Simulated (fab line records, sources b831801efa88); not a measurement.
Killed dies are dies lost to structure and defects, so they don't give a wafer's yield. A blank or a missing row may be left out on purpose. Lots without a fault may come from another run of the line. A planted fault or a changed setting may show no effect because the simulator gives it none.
Which tool did it? | flow sky130 | 10 lots, 30 wafers sampled, at 5 steps of a route of 708

WHAT THE GAUGES READ, wafer by wafer
SKY_VT_ADJUST_PCH_TW_MEAS_10. Usual: VT_ADJUST_PCH_TW 143.0, standard deviation 0.69.
lot  | measured     | on            | VT_ADJUST_PCH_TW  | flag
L959 | day 10 07:30 | film_metro-01 | 141.9 142.1 142.5 |
L964 | day 12 05:22 | film_metro-01 | 142.9 144.1 143.5 |
L972 | day 14 19:32 | film_metro-04 | 142.7 143.1 143.3 |
L974 | day 15 02:38 | film_metro-03 | 142.8 142.9 143.9 |
L975 | day 15 06:08 | film_metro-01 | 143.1 142.7 144.0 |
L976 | day 15 21:21 | film_metro-03 | 143.3 143.5 143.2 |
L978 | day 17 00:44 | film_metro-01 | 142.3 142.9 142.6 |
L979 | day 17 01:34 | film_metro-01 | 142.0 143.4 142.4 |
L980 | day 17 07:02 | film_metro-03 | 143.3 142.7 143.1 |
L981 | day 17 15:12 | film_metro-04 | 143.6 143.4 143.3 |

SKY_SONOS_TUNNEL_OVL_MEAS_08. Usual: SONOS_TUNNEL_OVL 1.0 nm, standard deviation 1.3.
lot  | measured     | on         | SONOS_TUNNEL_OVL (nm) | flag
L959 | day 11 06:47 | overlay-01 | 1.1 1.1 1.7           |
L964 | day 13 05:34 | overlay-01 | 2.1 1.3 2.5           |
L972 | day 15 22:04 | overlay-02 | 1.8 1.4 0.6           |
L974 | day 16 06:11 | overlay-02 | -0.2 0.3 2.1          |
L975 | day 16 09:22 | overlay-02 | 1.6 1.0 2.9           |
L976 | day 17 01:41 | overlay-02 | 1.0 0.0 0.4           |
L978 | day 18 06:20 | overlay-01 | -0.4 -0.1 -1.7        |
L979 | day 18 07:11 | overlay-02 | 0.0 0.1 -1.5          |
L980 | day 18 12:37 | overlay-01 | 1.6 2.4 2.7           |
L981 | day 18 21:29 | overlay-01 | 3.0 3.4 1.8           |

SKY_SONOS_ONO_THK_MEAS_05. Usual: SONOS_ONO_CVD_04_THK 5.74 nm, standard deviation 0.1.
lot  | measured     | on            | SONOS_ONO_CVD_04_THK (nm) | flag
L959 | day 11 14:01 | film_metro-02 | 5.81 5.78 5.75            |
L964 | day 13 10:29 | film_metro-04 | 5.53 5.54 5.59            |
L972 | day 16 04:29 | film_metro-02 | 5.71 5.79 5.71            |
L974 | day 16 11:23 | film_metro-02 | 5.74 5.84 5.76            |
L975 | day 16 14:10 | film_metro-02 | 5.75 5.70 5.74            |
L976 | day 17 09:34 | film_metro-02 | 5.85 5.78 5.85            |
L978 | day 18 11:14 | film_metro-04 | 5.57 5.60 5.68            |
L979 | day 18 14:34 | film_metro-03 | 5.64 5.62 5.67            |
L980 | day 18 19:56 | film_metro-03 | 5.78 5.70 5.73            |
L981 | day 19 02:23 | film_metro-03 | 5.99 5.81 5.86            |

SKY_POLY_GATE_THK_MEAS_04. Usual: POLY_GATE_CVD_03_THK 74.9 nm, standard deviation 0.68.
lot  | measured     | on            | POLY_GATE_CVD_03_THK (nm) | flag
L959 | day 14 23:02 | film_metro-03 | 75.0 75.0 75.5            |
L964 | day 17 06:35 | film_metro-03 | 57.1 54.5 54.8            | OFF
L972 | day 20 08:07 | film_metro-04 | 75.3 75.7 74.6            |
L974 | day 20 13:17 | film_metro-04 | 74.8 74.8 74.8            |
L975 | day 20 21:35 | film_metro-01 | 74.2 73.3 74.1            |
L976 | day 21 15:26 | film_metro-03 | 75.3 74.4 73.8            |
L978 | day 22 15:53 | film_metro-01 | 73.9 74.8 74.5            |
L979 | day 22 19:45 | film_metro-03 | 75.3 74.7 75.3            |
L980 | day 23 01:03 | film_metro-01 | 75.5 75.4 75.1            |
L981 | day 23 07:37 | film_metro-03 | 74.3 74.5 74.4            |

WHICH TOOL RAN EACH LOT (tool, then ch and the chambers of the sampled wafers, then the start)
lot  | SKY_POLY_GATE_CVD_03
L959 | lpcvd-02 ch 0, day 14 21:40
L964 | lpcvd-02 ch 1, day 17 05:13
L972 | lpcvd-02 ch 0, day 20 06:46
L974 | lpcvd-02 ch 0, day 20 11:55
L975 | lpcvd-02 ch 0, day 20 20:14
L976 | lpcvd-02 ch 1, day 21 12:22
L978 | lpcvd-02 ch 0, day 22 13:50
L979 | lpcvd-02 ch 1, day 22 17:41
L980 | lpcvd-02 ch 1, day 22 23:01
L981 | lpcvd-02 ch 0, day 23 05:34
- SKY_POLY_GATE_CVD_03: deposits Si3N4 from DCS/NH3, target thk 75 nm, time 1290 s.

WHAT THE TOOLS THEMSELVES READ (means of the sampled wafers that have a number; where no wafer has one, the mark that the record gives instead)
SKY_POLY_GATE_CVD_03. Usual: spike_tc_bottom_C 789.4 C, standard deviation 2.5; spike_tc_centre_C 771.6 C, standard deviation 1.3; spike_tc_lower_C 770.3 C, standard deviation 1.1; spike_tc_top_C 784.1 C, standard deviation 1.4; zone_power_bottom_pct 17.6 %, standard deviation 1.1; zone_power_lower_pct 10.70 %, standard deviation 0.22.
lot  | tool     | spike_tc_bottom_C (C) | spike_tc_centre_C (C) | spike_tc_lower_C (C) | spike_tc_top_C (C) | zone_power_bottom_pct (%) | zone_power_lower_pct (%) | flag
L959 | lpcvd-02 | 787.4                 | 770.4                 | 769.5                | 783.1              | 16.7                      | 10.54                    |
L964 | lpcvd-02 | 798.2                 | 776.7                 | 733.2                | 785.0              | 22.8                      | 2.14                     | OFF
L972 | lpcvd-02 | 787.3                 | 770.6                 | 769.5                | 782.9              | 16.9                      | 10.63                    |
L974 | lpcvd-02 | 787.3                 | 771.1                 | 770.0                | 783.2              | 16.7                      | 10.69                    |
L975 | lpcvd-02 | 788.6                 | 770.8                 | 770.3                | 783.3              | 16.6                      | 10.67                    |
L976 | lpcvd-02 | 791.9                 | 773.0                 | 770.7                | 785.9              | 19.0                      | 10.99                    |
L978 | lpcvd-02 | 786.6                 | 772.1                 | 769.6                | 782.9              | 16.9                      | 10.53                    |
L979 | lpcvd-02 | 792.8                 | 772.0                 | 769.1                | 785.6              | 19.0                      | 10.92                    |
L980 | lpcvd-02 | 792.7                 | 772.3                 | 769.5                | 785.1              | 19.1                      | 11.01                    |
L981 | lpcvd-02 | 787.9                 | 770.6                 | 770.7                | 783.5              | 16.7                      | 10.58                    |

THE ANSWER, worked out from the rows above alone
Rule: a lot is off if the mean of its wafers that have a number lies more than 3 standard deviations from the usual mean. A lot without any number at a reading at which 4 lots or more have one is off too. The other lots that the step has rows for count as sound. The gauges are gone through in route order, then the tools' own readings, and for those a lot's mean is taken as printed above. The first step at which some lot is off is used, and at that step the reading that is off furthest; a lot without a number counts as furthest.
Off: L964, at SKY_POLY_GATE_THK_MEAS_04 (POLY_GATE_CVD_03_THK).
A tool fits if, at a process step before that reading, it ran every lot that is off, and no sound lot after the first of them. The gauges at SKY_POLY_GATE_THK_MEAS_04 aren't tried: what is off there is off at SKY_POLY_GATE_CVD_03 too, on other tools, and a gauge's error can't cause that. None of those tried fits.

WHAT THE SIMULATOR HAD PUT IN
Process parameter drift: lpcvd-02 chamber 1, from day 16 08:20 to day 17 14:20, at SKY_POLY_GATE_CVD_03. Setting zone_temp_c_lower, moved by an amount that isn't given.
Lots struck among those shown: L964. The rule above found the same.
